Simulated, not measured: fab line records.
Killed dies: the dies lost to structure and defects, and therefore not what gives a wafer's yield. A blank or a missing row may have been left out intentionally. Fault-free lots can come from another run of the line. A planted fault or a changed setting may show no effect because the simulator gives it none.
Which tool did it?	flow gf180mcu	14 lots with 42 wafers sampled at 5 steps, on a route of 602 steps

WHAT THE GAUGES READ, wafer by wafer
GF_NWELL_OVL_MEAS_07. Usual: NWELL_OVL gives -0.6 nm (standard deviation 1.4).
lot	measured	on	NWELL_OVL (nm)	flag
L444	day 3 11:55	overlay-02	0.5 1.0 0.8	
L445	day 3 18:05	overlay-02	-1.5 -0.5 -1.1	
L446	day 4 01:19	overlay-01	-0.1 -4.4 -1.5	
L447	day 4 04:46	overlay-01	-1.6 -1.6 -0.4	
L448	day 4 07:12	overlay-01	-1.3 -1.4 -2.0	
L449	day 4 09:19	overlay-02	1.5 0.6 -0.3	
L450	day 4 17:40	overlay-01	-1.2 -1.7 0.9	
L457	day 6 06:19	overlay-02	-0.9 -2.3 -2.6	
L459	day 6 16:19	overlay-01	-1.5 -1.7 -2.7	
L461	day 7 04:10	overlay-02	1.6 0.6 0.8	
L462	day 7 10:07	overlay-01	-1.6 -0.9 -1.9	
L464	day 7 19:50	overlay-02	-2.3 -0.8 -3.1	
L466	day 8 09:10	overlay-01	-0.3 -0.9 -3.1	
L467	day 8 12:54	overlay-01	-1.0 -1.8 -1.3	

GF_VT_IMPLANT_TW_MEAS_21. Usual: VT_IMPLANT_2_TW gives 1207 (standard deviation 18).
lot	measured	on	VT_IMPLANT_2_TW	flag
L444	day 6 09:40	film-metro-02	1196 1196 1195	
L445	day 6 17:38	film-metro-04	1240 1231 1230	
L446	day 7 01:13	film-metro-02	1186 1199 1188	
L447	day 7 04:51	film-metro-02	1183 1186 1187	
L448	day 7 08:12	film-metro-02	1191 1188 1193	
L449	day 7 09:34	film-metro-04	1233 1231 1236	
L450	day 7 21:27	film-metro-02	1189 1191 1185	
L457	day 9 17:08	film-metro-02	1188 1187 1191	
L459	day 10 04:16	film-metro-02	1192 1189 1194	
L461	day 10 18:35	film-metro-02	1194 1196 1196	
L462	day 11 01:29	film-metro-04	1226 1226 1220	
L464	day 11 12:08	film-metro-04	1229 1222 1228	
L466	day 12 02:06	film-metro-01	1204 1201 1206	
L467	day 12 10:01	film-metro-01	1205 1203 1202	

GF_VT_IMPLANT_RS_MEAS_47: the measuring method here is four-point-probe. Usual: NWELL_RS gives 487.8 ohm/sq (standard deviation 1.4).
lot	measured	on	NWELL_RS (ohm/sq)	flag
L444	day 7 17:14	film-metro-01	489.6 488.3 488.2	
L445	day 8 01:49	film-metro-01	487.9 489.4 486.9	
L446	day 8 10:37	film-metro-03	485.7 487.5 487.3	
L447	day 8 13:50	film-metro-01	486.8 487.3 488.1	
L448	day 8 18:02	film-metro-03	488.6 489.0 489.0	
L449	day 8 18:38	film-metro-03	487.1 490.1 487.6	
L450	day 9 07:29	film-metro-04	487.1 487.9 487.5	
L457	day 11 05:44	film-metro-03	488.0 486.8 487.6	
L459	day 11 16:36	film-metro-03	486.6 488.0 488.1	
L461	day 12 07:34	film-metro-04	486.3 486.7 485.5	
L462	day 12 16:16	film-metro-01	489.4 488.9 489.8	
L464	day 13 03:14	film-metro-01	487.7 487.3 487.4	
L466	day 13 17:35	film-metro-03	485.8 485.6 487.6	
L467	day 14 02:40	film-metro-03	486.8 487.4 486.0	

GF_VT_IMPLANT_RS_MEAS_49: the measuring method here is four-point-probe. Usual: MVPSD_RS gives 1169 ohm/sq (standard deviation 3.2).
lot	measured	on	MVPSD_RS (ohm/sq)	flag
L444	day 7 17:28	film-metro-01	1166 1168 1169	
L445	day 8 02:04	film-metro-01	1163 1166 1166	
L446	day 8 10:51	film-metro-03	1168 1166 1166	
L447	day 8 14:04	film-metro-01	1171 1169 1168	
L448	day 8 18:16	film-metro-03	1161 1167 1168	
L449	day 8 18:52	film-metro-03	1170 1169 1172	
L450	day 9 07:44	film-metro-04	1164 1165 1163	
L457	day 11 05:59	film-metro-03	1188 1192 1187	OFF
L459	day 11 16:50	film-metro-03	1188 1189 1189	OFF
L461	day 12 07:49	film-metro-04	1164 1165 1162	
L462	day 12 16:30	film-metro-01	1170 1173 1171	
L464	day 13 03:28	film-metro-01	1168 1172 1170	
L466	day 13 17:50	film-metro-03	1170 1171 1170	
L467	day 14 02:54	film-metro-03	1168 1166 1166	

EACH LOT AND THE TOOL THAT RAN IT (in order: tool; ch and the chambers of the sampled wafers; start)
lot	GF_MVPSD_IMPLANT_08
L444	implanter-02 ch 0, day 5 03:55
L445	implanter-02 ch 0, day 5 12:03
L446	implanter-01 ch 0, day 5 19:03
L447	implanter-02 ch 0, day 5 22:37
L448	implanter-01 ch 0, day 6 01:01
L449	implanter-01 ch 0, day 6 02:46
L450	implanter-01 ch 0, day 6 13:25
L457	implanter-01 ch 0, day 8 06:55
L459	implanter-01 ch 0, day 8 17:05
L461	implanter-03 ch 0, day 9 06:32
L462	implanter-03 ch 0, day 9 13:38
L464	implanter-02 ch 0, day 9 23:38
L466	implanter-03 ch 0, day 10 12:43
L467	implanter-02 ch 0, day 10 19:05
- GF_MVPSD_IMPLANT_08

AS READ BY THE TOOLS THEMSELVES (means over the sampled wafers that have a number; for cases with no such wafer, the mark the record gives instead)
GF_MVPSD_IMPLANT_08. Usual: dose-ions-cm2 1.5e+13, standard deviation 1.8e+10; end-station-pressure-torr 5.05e-06 Torr, standard deviation 2.9e-07; tilt-deg -0.002 degrees, standard deviation 0.018.
lot	tool	dose-ions-cm2	end-station-pressure-torr (Torr)	tilt-deg (degrees)	flag
L444	implanter-02	1.5e+13	4.94e-06	-0.011	
L445	implanter-02	1.5e+13	5.05e-06	-0.013	
L446	implanter-01	1.5e+13	5.04e-06	0.001	
L447	implanter-02	1.5e+13	5.22e-06	0.013	
L448	implanter-01	1.5e+13	4.93e-06	-0.006	
L449	implanter-01	1.5e+13	5.38e-06	0.014	
L450	implanter-01	1.5e+13	5.05e-06	0.012	
L457	implanter-01	1.4e+13	5.43e-06	0.014	OFF
L459	implanter-01	1.4e+13	5.18e-06	0.006	OFF
L461	implanter-03	1.5e+13	5.03e-06	-0.016	
L462	implanter-03	1.5e+13	5.05e-06	-0.002	
L464	implanter-02	1.5e+13	5.21e-06	-0.025	
L466	implanter-03	1.5e+13	5.45e-06	0.002	
L467	implanter-02	1.5e+13	5.02e-06	-0.021	

THE ANSWER, worked out from the rows above alone
Rule: take the mean of a lot's wafers that have a number; if it is more than 3 standard deviations from the usual mean, the lot is off. Also off: a lot with no number at a reading for which 4 or more lots have one. All remaining lots with rows at the step are treated as sound. The gauges are gone through in route order, then the tools' own readings, and for those a lot's mean is taken as printed above. At the first step where some lot is off, the reading lying furthest off is the one used; lots without a number count as furthest.
Off: L457, L459, at GF_VT_IMPLANT_RS_MEAS_49 (MVPSD_RS).
If a tool, at a process step before that reading, ran all the lots that are off and no sound lot after the first of them, it fits. Not tried: the gauges at GF_VT_IMPLANT_RS_MEAS_49; whatever is off there is also off at GF_MVPSD_IMPLANT_08, on other tools, and gauge error can't account for it. One fits: implanter-01 at GF_MVPSD_IMPLANT_08. A fault onset in the window from L450 (day 6 13:25, its last sound lot) to L457 (day 8 06:55, its first lot off) fits.
On the lots that are off, the tool's own readings at GF_MVPSD_IMPLANT_08 differ by more than 5 times the standard deviation of the sound lots' means, which bears it out; dose-ions-cm2 reads 1.4e+13 there versus 1.5e+13 on the sound lots.

WHAT WAS PUT IN BY THE SIMULATOR
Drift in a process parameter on implanter-01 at GF_MVPSD_IMPLANT_08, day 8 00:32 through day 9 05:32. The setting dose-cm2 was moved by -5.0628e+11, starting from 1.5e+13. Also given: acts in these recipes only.
Lots struck among those shown: L457, L459. The rule given above showed the same thing.
